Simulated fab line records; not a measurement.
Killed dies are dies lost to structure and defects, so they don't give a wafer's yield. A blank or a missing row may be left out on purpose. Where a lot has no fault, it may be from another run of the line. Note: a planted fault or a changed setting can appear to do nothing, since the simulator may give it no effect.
Comparing a struck lot with a sound one / flow gf180mcu / 19 steps out of a route of 602
Sound: wafers L480.2, L480.3, L480.6. Struck: wafers L483.3, L483.6. (L483.5 of the same lot was not struck and is left out.) The cause comes at the end.
At each step with rows: each side's tool, then ch and its chambers, then its first start. Under that, the readings that differ: sound wafers / struck wafers / difference of the means / sigmas: that difference in standard deviations of wafers without a fault.
alike: readings with means less than 2 such deviations apart, plus words and numbers identical on both sides. not compared: withheld readings, readings lacking a value on some wafer, bounds such as >300 that could conceal the same value, and numbers that have no deviation in the record and whose values overlap.
A row with sigmas, a row that says differs or no value, or rows on one side alone: a step with any of these is where the two part. Non-overlapping numbers with no deviation appear without sigmas and do not part them. A reading missing from all wafers of one side parts the sides only when that side holds two or more wafers.

first, 1 step without rows for these wafers: GF_V5_CMP_26 (polishes, stops on SiO2, t overpolish 15 s, target thk 0 nm).
GF_TOP_METAL_SPUTTER_00: material Ti, target thk 37.5 nm, time 150 s.
  sound on pvd_sputter-01, day 27 07:02; struck on pvd_sputter-01, day 28 08:01
  alike: throttle_valve_pct
then, 1 step without rows for these wafers: GF_TOP_METAL_SPUTTER_01 (material TiN, target thk 30 nm, time 25 s).
GF_TOP_METAL_SPUTTER_02: material AlCu, target thk 900 nm, time 47.82 s.
  sound on pvd_sputter-01, day 27 07:10; struck on pvd_sputter-01, day 28 08:08
  alike: throttle_valve_pct
GF_TOP_METAL_SPUTTER_03: material Ti, target thk 5 nm, time 3.3 s.
  sound on pvd_sputter-01, day 27 07:12; struck on pvd_sputter-01, day 28 08:11
  alike: throttle_valve_pct
GF_TOP_METAL_SPUTTER_04: material TiN, target thk 25 nm, time 19.8 s.
  sound on pvd_sputter-01, day 27 07:13; struck on pvd_sputter-01, day 28 08:13
  alike: throttle_valve_pct
GF_TOP_METAL_RS_MEAS_05: the measuring method here is four-point-probe.
  sound on film_metro-02, day 27 07:16; struck on film_metro-01, day 28 08:16
  alike: TOP_METAL_ALCU_RS
GF_TOP_METAL_THK_MEAS_06: measures by xrf.
  sound on film_metro-02, day 27 07:23; struck on film_metro-01, day 28 08:22
  alike: TOP_METAL_ALCU_THK
then, 4 steps without rows for these wafers: GF_TOP_METAL_DEHYDRATE_07 (time 60 s); GF_TOP_METAL_HMDS_08 (prime time 60 s); GF_TOP_METAL_COAT_09 (resist thk 1500 nm); GF_TOP_METAL_SOFTBAKE_10 (time 60 s).
GF_TOP_METAL_EXPOSE_11: exposes mask MetalTop, target cd 440 nm.
  sound on iline_stepper-01 ch 0, day 27 17:17; struck on iline_stepper-02 ch 0, day 28 17:58
  alike: mask, focus_offset_nm
after that, 1 step had no rows for these wafers: GF_TOP_METAL_PEB_12.
GF_TOP_METAL_DEVELOP_13: develop time 57.94 s.
  sound on litho_track-04 ch 0, day 28 03:24; struck on litho_track-01 ch 0, day 29 03:22
reading=model.TOP_METAL.cd_nm (nm); sound=437.1 435.7 435.5; struck=308.7 306.5; difference=-128.5; sigmas=
GF_TOP_METAL_CD_MEAS_14: the cd target is 440 nm.
  sound on cd_sem-01, day 28 03:33; struck on cd_sem-02, day 29 03:30
reading=cd_nm (nm); sound=436.9 435.6 435.5; struck=308.7 306.5; difference=-128.4; sigmas=-51
GF_TOP_METAL_OVL_MEAS_15:
  sound on overlay-02, day 28 03:39; struck on overlay-02, day 29 03:36
  alike: TOP_METAL_OVL
GF_TOP_METAL_METAL_ETCH_16: etches the open film in Cl2/BCl3, stops on SiO2, target depth 1077.5 nm, time 179.6 s.
  sound on rie_metal-03 ch 0,1, day 28 03:41; struck on rie_metal-03 ch 1, day 29 03:44
reading=model.TOP_METAL.cd_nm (nm); sound=441.1 443.7 434.2; struck=298.9 300.3; difference=-140.1; sigmas=
  alike: chamber_pressure_mTorr, drypump_motor_current_A, oes_product_au, throttle_valve_pct
  not compared: rf_hours_counter_h
GF_TOP_METAL_STRIP_17: strips in O2/N2.
  sound on plasma_asher-01 ch 0,1, day 28 03:52; struck on plasma_asher-02 ch 0, day 29 04:00
reading=drypump_motor_current_A (A); sound=5.88 5.74 5.91; struck=5.55 5.54; difference=-0.30; sigmas=-3
  alike: chamber_pressure_mTorr, heater_power_w, o2_flow_sccm, oes_product_au, strip_time_to_endpoint_s
  not compared: rf_hours_counter_h

## WHERE THEY PART
Earliest at GF_TOP_METAL_CD_MEAS_14; latest, in this record, at GF_TOP_METAL_STRIP_17.

WHY: what had been put in by the simulator
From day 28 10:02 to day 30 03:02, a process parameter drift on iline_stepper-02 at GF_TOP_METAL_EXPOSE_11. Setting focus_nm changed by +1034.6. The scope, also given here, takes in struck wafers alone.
